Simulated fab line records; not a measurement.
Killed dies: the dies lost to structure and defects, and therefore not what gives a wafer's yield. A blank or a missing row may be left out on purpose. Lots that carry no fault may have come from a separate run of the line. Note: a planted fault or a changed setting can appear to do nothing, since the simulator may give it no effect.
8D (eight disciplines) problem report, filled in by code | flow sky130 | the parts of the form that need people (team, actions taken, sign-off) are left out

1. WHAT IS WRONG
Mean of killed at contacts at SKY_PAD_OPEN_PROBE_99: 200 across 2 wafers in 2 lots; on wafers with no fault it is 23 (standard deviation 5). That is +36 standard deviations from the usual mean.
First observed at day 50 02:53: wafer L827.2, on prober-02. The record has a number at this step for 39 wafers belonging to 13 lots. By rule, "out" or "out of limits" means more than 4 standard deviations away from the usual mean. The other wafers with a number count as sound.

2. WHAT IT IS AND WHAT IT IS NOT
question                    | is                                             | is not
which readings at this step | killed at contacts, killed dies, killed on rim | killed_at_M4_up, killed at other, killed short
which lots                  | L827, L828                                     | L810, L811, L812, L813, L814, L815, L816, L817, L818, L819, L825
which wafers of those lots  | L827.2, L828.6                                 | L827.3, L827.5, L828.1, L828.2
read on which tools         | prober-01, prober-02                           | -
when                        | from day 50 02:53                              | up to then (33 sound wafers); but 4 sound wafers of L827, L828 came after

3. THE SUSPECTS, EACH WITH WHAT RULES IT OUT
Counting: a tool at a process step up to the reading stays a suspect if it ran every lot that is out. Sound lots after the first of them don't rule it out here, since some wafers of a struck lot are sound.
- cmp-01 at SKY_LI_CONTACT_CMP_24 (polishes, stops on PSG, t overpolish 20 s, target thk 0 nm): kept. Ran every lot that is out, first one L827 (day 35 09:46); last sound lot up to then L818 (day 32 09:28).
- Within cmp-01 at SKY_LI_CONTACT_CMP_24: the wafers that are out ran in chamber 2; their sound lot-mates ran in chambers 0, 1, 3.
The count leaves cmp-01 at SKY_LI_CONTACT_CMP_24.

4. THE CAUSE (what the simulator had put in)
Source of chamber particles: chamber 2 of cmp-01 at SKY_LI_CONTACT_CMP_24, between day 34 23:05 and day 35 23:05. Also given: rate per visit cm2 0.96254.
The count eliminated every tool but this one.

5. THE EFFECT CHAIN, in route order
Each row: a reading where the mean over the struck wafers with a number is more than 3 standard deviations away from the usual. Readings are gone through only where the record gives a usual standard deviation; hours: the median, over the lots, of the time from a lot's start at the first step in this table giving one to that lot's start at this step; sigmas: the change measured in usual standard deviations.
hours | step                  | reading            | usual | on struck wafers | change | sigmas
0     | SKY_PAD_OPEN_PROBE_99 | killed at contacts | 23    | 200              | +178   | +36
0     | SKY_PAD_OPEN_PROBE_99 | killed dies        | 86    | 244              | +158   | +17
0     | SKY_PAD_OPEN_PROBE_99 | killed on rim      | 17    | 44               | +28    | +7.1
Process steps it contains:
- SKY_PAD_OPEN_PROBE_99

6. HOW IT WOULD HAVE BEEN CAUGHT EARLIER
364 hours passed between the start of the fault at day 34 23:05 and the first reading out of limits in this record, taken at day 50 02:53.
Of the tool readings at SKY_LI_CONTACT_CMP_24 for which the record gives a usual standard deviation, none was out on any struck wafer, so an alarm limit of 4 standard deviations on them would not have fired.
All the lots that are out (2) had begun SKY_LI_CONTACT_CMP_24 on cmp-01 by day 50 02:53. None of them would have been spared by holding the tool at that moment.
